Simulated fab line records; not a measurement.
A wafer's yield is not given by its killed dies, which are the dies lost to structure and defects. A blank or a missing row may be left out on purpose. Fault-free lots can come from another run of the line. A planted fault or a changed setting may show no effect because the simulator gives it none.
Chamber matching || flow sky130 || 4 sister chambers for SKY_VIA4_ETCH_12 on rieDiel-03
The step etches SiO2 in C4F8/O2/Ar, stops on TiN, target depth 580 nm. 22 wafers are shown with their chamber, then 11 later ones without.

== WAFERS, EACH WITH ITS CHAMBER ==
{"wafer": "L078.1", "chamber": 2, "oesProductAu (a.u.)": 0.923}
{"wafer": "L078.2", "chamber": 3, "oesProductAu (a.u.)": 0.923}
{"wafer": "L078.3", "chamber": 0, "oesProductAu (a.u.)": 0.924}
{"wafer": "L078.4", "chamber": 1, "oesProductAu (a.u.)": 0.931}
{"wafer": "L078.5", "chamber": 0, "oesProductAu (a.u.)": 0.926}
{"wafer": "L078.6", "chamber": 1, "oesProductAu (a.u.)": 0.924}
{"wafer": "L079.1", "chamber": 2, "oesProductAu (a.u.)": 0.932}
{"wafer": "L079.2", "chamber": 3, "oesProductAu (a.u.)": 0.926}
{"wafer": "L079.3", "chamber": 1, "oesProductAu (a.u.)": 0.918}
{"wafer": "L079.4", "chamber": 0, "oesProductAu (a.u.)": 0.926}
{"wafer": "L079.5", "chamber": 2, "oesProductAu (a.u.)": 0.923}
{"wafer": "L079.6", "chamber": 1, "oesProductAu (a.u.)": 0.922}
{"wafer": "L086.1", "chamber": 0, "oesProductAu (a.u.)": 0.931}
{"wafer": "L086.3", "chamber": 3, "oesProductAu (a.u.)": 0.928}
{"wafer": "L086.5", "chamber": 1, "oesProductAu (a.u.)": 0.925}
{"wafer": "L088.2", "chamber": 3, "oesProductAu (a.u.)": 0.927}
{"wafer": "L088.3", "chamber": 2, "oesProductAu (a.u.)": 0.922}
{"wafer": "L088.4", "chamber": 1, "oesProductAu (a.u.)": 0.926}
{"wafer": "L089.2", "chamber": 0, "oesProductAu (a.u.)": 0.928}
{"wafer": "L089.5", "chamber": 3, "oesProductAu (a.u.)": 0.932}
{"wafer": "L089.6", "chamber": 2, "oesProductAu (a.u.)": 0.918}
{"wafer": "L091.3", "chamber": 0, "oesProductAu (a.u.)": 0.928}

SIGNATURES (averages over the wafers above)
{"reading": "oesProductAu", "chamber 0": 0.92717, "chamber 1": 0.92433, "chamber 2": 0.92360, "chamber 3": 0.92720, "scatter within a chamber": 0.00387}
Rule: distance of a wafer from a chamber = root of the sum over the readings of ((wafer's reading minus chamber's mean) / reading's scatter) squared. If the next closest chamber is less than 2 further off than the closest, the wafer can't be placed; otherwise it belongs to the closest. How the scatter is found: for the shown wafers, subtract from each reading the mean of its chamber, square and add these, divide the total by (wafers less chambers), then take the root.

== WAFERS WITH NO CHAMBER GIVEN ==
{"wafer": "L091.4", "oesProductAu (a.u.)": 0.928}
{"wafer": "L091.6", "oesProductAu (a.u.)": 0.921}
{"wafer": "L094.1", "oesProductAu (a.u.)": 0.926}
{"wafer": "L094.2", "oesProductAu (a.u.)": 0.935}
{"wafer": "L094.3", "oesProductAu (a.u.)": 0.930}
{"wafer": "L094.4", "oesProductAu (a.u.)": 0.928}
{"wafer": "L094.5", "oesProductAu (a.u.)": 0.927}
{"wafer": "L094.6", "oesProductAu (a.u.)": 0.923}
{"wafer": "L097.4", "oesProductAu (a.u.)": 0.925}
{"wafer": "L097.5", "oesProductAu (a.u.)": 0.917}
{"wafer": "L097.6", "oesProductAu (a.u.)": 0.929}

== EACH ONE'S CHAMBER ==
{"wafer": "L091.4", "from the rows above": "can't be placed: 3 or 0 or 1 or 2", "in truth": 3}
{"wafer": "L091.6", "from the rows above": "can't be placed: 2 or 1 or 0 or 3", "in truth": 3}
{"wafer": "L094.1", "from the rows above": "can't be placed: 0 or 3 or 1 or 2", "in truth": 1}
{"wafer": "L094.2", "from the rows above": "can't be placed: 3 or 0 or 1 or 2", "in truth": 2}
{"wafer": "L094.3", "from the rows above": "can't be placed: 3 or 0 or 1 or 2", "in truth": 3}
{"wafer": "L094.4", "from the rows above": "can't be placed: 3 or 0 or 1 or 2", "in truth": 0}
{"wafer": "L094.5", "from the rows above": "can't be placed: 0 or 3 or 1 or 2", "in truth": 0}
{"wafer": "L094.6", "from the rows above": "can't be placed: 2 or 1 or 0 or 3", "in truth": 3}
{"wafer": "L097.4", "from the rows above": "can't be placed: 1 or 2 or 0 or 3", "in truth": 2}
{"wafer": "L097.5", "from the rows above": "can't be placed: 2 or 1 or 0 or 3", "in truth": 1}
{"wafer": "L097.6", "from the rows above": "can't be placed: 3 or 0 or 1 or 2", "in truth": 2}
Correct placement for 0 of the 11. Cannot be placed on the basis of these rows: 11; the candidates contain the true chamber in 11. Wrongly placed: 0.
